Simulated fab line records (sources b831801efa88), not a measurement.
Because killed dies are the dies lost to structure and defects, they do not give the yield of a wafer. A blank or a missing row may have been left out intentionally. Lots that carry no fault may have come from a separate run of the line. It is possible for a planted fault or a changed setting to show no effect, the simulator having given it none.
2 desks looking at one fault :: flow gf180mcu :: only its own numbers are on each desk; what lay behind them is given at the end

AT THE METROLOGY DESK
Lot by lot, what the gauges showed, no matter which tool ran the lot: averages of those sampled wafers that carry a number. Marked OUT: a lot whose mean sits more than 4 standard deviations from the usual mean, which makes it out of limits; the brackets give that distance.
Columns: A = POLY_GATE_CVD_00_THK at GF_POLY_GATE_THK_MEAS_01, usual 200.2 nm; B = PSD_RS at GF_PSD_RS_MEAS_15, usual 108.56 ohm/sq
lot: L103
first seen here: day 8 12:28
A: 198.6
B: 108.87

lot: L104
first seen here: day 8 18:55
A: 195.8
B: 108.42

lot: L105
first seen here: day 9 01:35
A: 195.7
B: 108.16

lot: L106
first seen here: day 9 08:51
A: 198.8
B: 108.59

lot: L107
first seen here: day 9 16:16
A: 199.1
B: 108.26

lot: L108
first seen here: day 9 19:05
A: 201.3
B: 108.79

lot: L109
first seen here: day 10 03:24
A: 201.2
B: 108.79

lot: L110
first seen here: day 10 13:01
A: 200.8
B: 108.20

lot: L111
first seen here: day 10 17:16
A: 200.8
B: 108.94

lot: L121
first seen here: day 14 00:34
A: 198.8
B: 108.37

lot: L120
first seen here: day 14 03:21
A: 201.9
B: 108.75

lot: L122
first seen here: day 14 10:34
A: 203.6
B: 108.80

lot: L123
first seen here: day 14 14:19
A: 200.4
B: 108.67

lot: L125
first seen here: day 15 07:48
A: 200.2
B: 108.57
This desk found nothing out of limits on any of the 14 lots.

TOOL OWNER'S DESK, ilineStepper-01
The tool's own readings at GF_VT_IMPLANT_EXPOSE_26 (exposes mask LVPWELL HV AREA, target cd 860 nm): means of the sampled wafers that have a number, for each lot that ran on this tool. Marked OUT: a lot whose mean sits more than 4 standard deviations from the usual mean, which makes it out of limits; the brackets give that distance.
Columns: A = exposureDoseMJCm2 at GF_VT_IMPLANT_EXPOSE_26, usual 140.00
lot: L104
first seen here: day 6 20:36
A: 140.02

lot: L105
first seen here: day 7 02:55
A: 139.80

lot: L106
first seen here: day 7 08:11
A: 140.19

lot: L111
first seen here: day 8 14:22
A: 139.96

lot: L121
first seen here: day 11 17:31
A: 135.38 (-33) OUT

lot: L120
first seen here: day 11 19:13
A: 135.37 (-33) OUT
This desk's finding: out of limits on L120, L121; first on L121, day 11 17:31 (exposureDoseMJCm2 at GF_VT_IMPLANT_EXPOSE_26). In limits: L104, L105, L106, L111.

TAKEN TOGETHER
An alarm could have come from the tool owner's desk at day 11 17:31, on L120, L121.
Metrology desk: nothing out of limits seen.
The metrology desk holds a record of L120, L121, inside its limits.
Of the lots named, all ran GF_VT_IMPLANT_EXPOSE_26 on ilineStepper-01.

WHAT WAS PUT IN BY THE SIMULATOR
Process parameters drifting: ilineStepper-01 at GF_VT_IMPLANT_EXPOSE_26, beginning at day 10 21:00. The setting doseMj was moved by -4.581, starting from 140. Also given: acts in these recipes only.
Struck lots among those shown: L120, L121.
Each desk's first reading out of limits, in hours after the fault started: the tool owner's desk, 21.
